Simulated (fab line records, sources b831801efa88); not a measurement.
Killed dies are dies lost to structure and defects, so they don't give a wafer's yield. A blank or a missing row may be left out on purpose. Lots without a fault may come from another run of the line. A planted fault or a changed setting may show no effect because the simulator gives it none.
One fault seen from 2 desks | flow gf180mcu | each desk has only its own numbers; what lay behind them comes last

THE METROLOGY DESK
What the gauges read, lot by lot, whatever tool the lot ran on: means of the sampled wafers that have a number. A lot is out of limits, marked OUT, if its mean lies more than 4 standard deviations from the usual mean; the brackets give that distance.
Columns: A = POLY_GATE_CVD_00_THK at GF_POLY_GATE_THK_MEAS_01, usual 201.6 nm; B = NSD_RS at GF_PSD_RS_MEAS_14, usual 45.73 ohm/sq; C = PSD_RS at GF_PSD_RS_MEAS_15, usual 108.6 ohm/sq
lot  | first seen here | A     | B               | C
L335 | day 8 16:14     | 200.7 | 45.76           | 108.6
L336 | day 8 16:16     | 204.4 | 45.53           | 108.1
L339 | day 9 17:58     | 201.6 | 45.85           | 108.9
L340 | day 9 17:58     | 205.3 | 45.69           | 108.7
L341 | day 10 03:26    | 200.4 | 45.66           | 108.3
L344 | day 11 00:19    | 199.2 | 41.93 (-32) OUT | 101.5 (-20) OUT
L345 | day 11 06:06    | 201.5 | 41.70 (-34) OUT | 100.8 (-22) OUT
L351 | day 13 02:30    | 201.9 | 45.79           | 108.8
L352 | day 13 05:49    | 201.4 | 45.64           | 108.1
L354 | day 13 23:05    | 202.1 | 45.76           | 108.8
L355 | day 14 05:44    | 201.0 | 45.75           | 108.7
L357 | day 14 18:33    | 203.5 | 45.87           | 108.6
L358 | day 15 02:58    | 199.6 | 45.88           | 108.9
This desk's finding: out of limits on L344, L345; first on L344, day 17 07:13 (NSD_RS at GF_PSD_RS_MEAS_14). In limits: L335, L336, L339, L340, L341, L351, L352, L354, L355, L357, L358.

THE TOOL OWNER'S DESK: rtp_anneal-01
The tool's own readings at GF_PSD_RTA_13 (time 20 s): means of the sampled wafers that have a number, for each lot that ran on this tool. A lot is out of limits, marked OUT, if its mean lies more than 4 standard deviations from the usual mean; the brackets give that distance.
Columns: A = lamp_power_pct at GF_PSD_RTA_13, usual 31.5 %; B = run_length_s at GF_PSD_RTA_13, usual 49.2 s; C = wafer_temp_C_max at GF_PSD_RTA_13, usual 1028.5
lot  | first seen here | A    | B              | C
L336 | day 14 10:51    | 33.5 | 49.3           | 1029.0
L340 | day 15 18:49    | 33.5 | 49.2           | 1028.4
L344 | day 17 07:07    | 33.5 | 71.2 (+37) OUT | 1028.4
L345 | day 17 15:10    | 33.5 | 71.2 (+37) OUT | 1028.5
L351 | day 19 22:31    | 33.5 | 49.4           | 1029.2
L352 | day 20 00:52    | 33.5 | 49.3           | 1029.4
L355 | day 21 04:12    | 33.5 | 49.1           | 1028.2
L357 | day 21 23:19    | 33.5 | 49.2           | 1028.2
L358 | day 22 05:44    | 33.5 | 49.2           | 1029.1
This desk's finding: out of limits on L344, L345; first on L344, day 17 07:07 (run_length_s at GF_PSD_RTA_13). In limits: L336, L340, L351, L352, L355, L357, L358.

PUT TOGETHER
The tool owner's desk could have raised an alarm at day 17 07:07, on L344, L345.
The metrology desk could have raised an alarm at day 17 07:13, on L344, L345.
Of the lots named, all ran GF_PSD_RTA_13 on rtp_anneal-01.

WHAT THE SIMULATOR HAD PUT IN
Process parameter drift: rtp_anneal-01, from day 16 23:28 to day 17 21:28, at GF_PSD_RTA_13. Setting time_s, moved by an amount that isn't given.
Lots struck among those shown: L344, L345.
Hours from the fault's start to each desk's first reading out of limits: the tool owner's desk, 8; the metrology desk, 8.
